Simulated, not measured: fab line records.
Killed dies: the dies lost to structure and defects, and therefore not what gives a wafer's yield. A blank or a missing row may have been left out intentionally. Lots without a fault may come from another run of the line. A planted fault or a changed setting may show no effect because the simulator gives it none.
2 desks, one fault -- flow sky130 -- each desk has only its own numbers; what lay behind them comes last

METROLOGY DESK
Lot by lot, what the gauges showed, no matter which tool ran the lot: averages of those sampled wafers that carry a number. Any lot whose mean is over 4 standard deviations away from the usual mean is out of limits and marked OUT; that distance is given in the brackets.
Columns: A = cd_nm at SKY_SD_N_CD_MEAS_07, usual 379.6 nm
lot,first seen here,A
L787,day 29 17:53,381.9
L788,day 29 22:42,380.2
L791,day 30 05:17,379.8
L790,day 30 07:32,376.3
L792,day 30 15:41,379.8
L794,day 31 06:17,374.9
L796,day 31 10:26,375.6
L797,day 31 15:32,382.3
L805,day 34 04:53,354.8 (-8.6) OUT
L806,day 34 10:24,355.9 (-8.2) OUT
L807,day 35 01:32,385.1
L808,day 35 01:59,381.2
This desk's finding: out of limits on L805, L806; first on L805, day 34 04:53 (cd_nm at SKY_SD_N_CD_MEAS_07). L787, L788, L791, L790, L792, L794, L796, L797, L807, L808 stayed within limits.

FOR THE TOOL OWNER'S DESK: iline_stepper-02
The tool's own readings at SKY_SD_N_EXPOSE_04 (exposes mask NSDM, target cd 380 nm): means of the sampled wafers that have a number, for each lot that ran on this tool. Any lot whose mean is over 4 standard deviations away from the usual mean is out of limits and marked OUT; that distance is given in the brackets.
Columns: A = exposure_dose_mJ_cm2 at SKY_SD_N_EXPOSE_04, usual 141.01
lot,first seen here,A
L787,day 29 04:40,140.98
L792,day 30 02:30,141.02
L794,day 30 16:22,140.69
L805,day 33 15:21,129.91 (-79) OUT
L806,day 33 21:05,129.67 (-81) OUT
This desk's finding: out of limits on L805, L806; first on L805, day 33 15:21 (exposure_dose_mJ_cm2 at SKY_SD_N_EXPOSE_04). L787, L792, L794 stayed within limits.

TAKEN TOGETHER
On L805, L806, at day 33 15:21, an alarm was possible from the tool owner's desk.
At day 34 04:53 the metrology desk could have sounded an alarm, on L805, L806.
SKY_SD_N_EXPOSE_04 was run on iline_stepper-02 by each of the lots named.

WHAT THE SIMULATOR HAD INSERTED
Process parameter drift: iline_stepper-02, from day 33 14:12 on, at SKY_SD_N_EXPOSE_04. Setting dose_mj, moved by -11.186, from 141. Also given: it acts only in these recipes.
Struck lots among those shown: L805, L806.
Time in hours from fault onset to the first out-of-limits reading at each desk: tool owner's desk 1, metrology desk 15.
